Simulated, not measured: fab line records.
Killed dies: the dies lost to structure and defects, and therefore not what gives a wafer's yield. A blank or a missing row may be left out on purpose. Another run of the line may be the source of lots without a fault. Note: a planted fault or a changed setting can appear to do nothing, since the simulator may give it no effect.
Comparing a struck lot with a sound one | flow gf180mcu | 15 out of 602 route steps
Sound: wafers L777.2, L777.5, L777.6. Struck: wafers L768.2, L768.3, L768.4. Last of all comes the cause.
Order at every step that has rows: each side's tool, ch and its chambers, its first start. Under that, the readings that differ: sound wafers | struck wafers | difference of the means | sigmas: that difference in standard deviations of wafers without a fault.
alike: readings with means less than 2 such deviations apart, plus words and numbers identical on both sides. not compared: withheld readings, readings lacking a value on some wafer, bounds such as >300 that could conceal the same value, and numbers that have no deviation in the record and whose values overlap.
A row with sigmas, a row that says differs or no value, or rows on one side alone: a step with any of these is where the two part. Non-overlapping numbers with no deviation appear without sigmas and do not part them. A reading missing from all wafers of one side parts the sides only when that side holds two or more wafers.

GF_MIM_STRIP_20: strips in O2/N2.
  sound on plasma-asher-03 ch 0,1, day 31 02:00; struck on plasma-asher-04 ch 0,1, day 29 01:00
  reading            | sound       | struck      | difference | sigmas
  heater-power-w (W) | 368 338 374 | 305 304 308 | -54        | -2
  alike: drypump-motor-current-A, n2-flow-sccm, o2-flow-sccm, oes-product-au, platen-temp-c, strip-time-to-endpoint-s
  not compared: rf-hours-counter-h
then, 9 steps without rows for these wafers: GF_MIM_STRIP_21 (strips in post etch residue remover, time 1200 s); GF_MIM_CLEAN_22 (cleans in DIW); GF_M5_DEHYDRATE_00 (time 60 s); GF_M5_HMDS_01 (prime time 60 s); GF_M5_COAT_02 (resist thk 1000 nm); GF_M5_SOFTBAKE_03 (time 60 s); GF_M5_EXPOSE_04 (exposes mask Metal5, target cd 280 nm); GF_M5_PEB_05 (peb time 90 s); GF_M5_DEVELOP_06 (develop time 60 s).
GF_M5_CD_MEAS_07: target cd 280 nm.
  struck on cd-sem-02, day 29 19:45; sound on cd-sem-01, day 31 19:30
  alike: cd-nm
GF_M5_OVL_MEAS_08:
  struck on overlay-01, day 29 19:52; sound on overlay-02, day 31 19:37
  reading     | sound  | struck   | difference | sigmas
  M5_OVL (nm) | 8 10 8 | -3 -5 -2 | -12        | -2
GF_M5_ETCH_09: etches Si3N4 in CF4/O2, target depth 52 nm, time 11.6 s.
  sound on rie-diel-03 ch 0,3, day 31 19:38; struck on rie-diel-01 ch 0,1,3, day 29 19:53
  reading                  | sound             | struck            | difference | sigmas
  oes-product-au (a.u.)    | 0.980 1.007 0.987 | 1.097 1.099 1.076 | +0.099     | +11
  rf-fwd-power-W (W)       | 782 791 782       | 911 913 921       | +130       | +31
  throttle-valve-pct (%)   | 5.977 5.961 5.979 | 6.005 6.011 5.989 | +0.029     | +3
  model.etch.depth-nm (nm) | 50.8 52.59 51.35  | 59.56 60.48 58.45 | +7.92      |
  alike: bias-w, drypump-motor-current-A
  not compared: rf-hours-counter-h, model.KrF_of_M5_COAT_02.thk-nm
GF_M5_METAL_ETCH_10: etches the open film in Cl2/BCl3, stops on SiO2, target depth 627.5 nm, time 104.6 s.
  sound on rie-metal-01 ch 0,1, day 31 19:40; struck on rie-metal-01 ch 0,1, day 29 19:55
  alike: bias-w, drypump-motor-current-A, oes-product-au, rf-fwd-power-W, throttle-valve-pct
  not compared: rf-hours-counter-h
-- the record jumps here: 2 days lie between the struck wafers' starts before and after (it left off in module M5 and takes up again in module PASSIVATION, whose first step shown is number 602 of the route) --
GF_PASSIVATION_PROBE_99:
  rows exist in the record for the struck wafers here (prober-02, day 32 06:05), but not for the sound ones

## WHERE THEY PART
At GF_MIM_STRIP_20 first; at GF_PASSIVATION_PROBE_99 last (within this record only).

WHY: what the simulator had put in
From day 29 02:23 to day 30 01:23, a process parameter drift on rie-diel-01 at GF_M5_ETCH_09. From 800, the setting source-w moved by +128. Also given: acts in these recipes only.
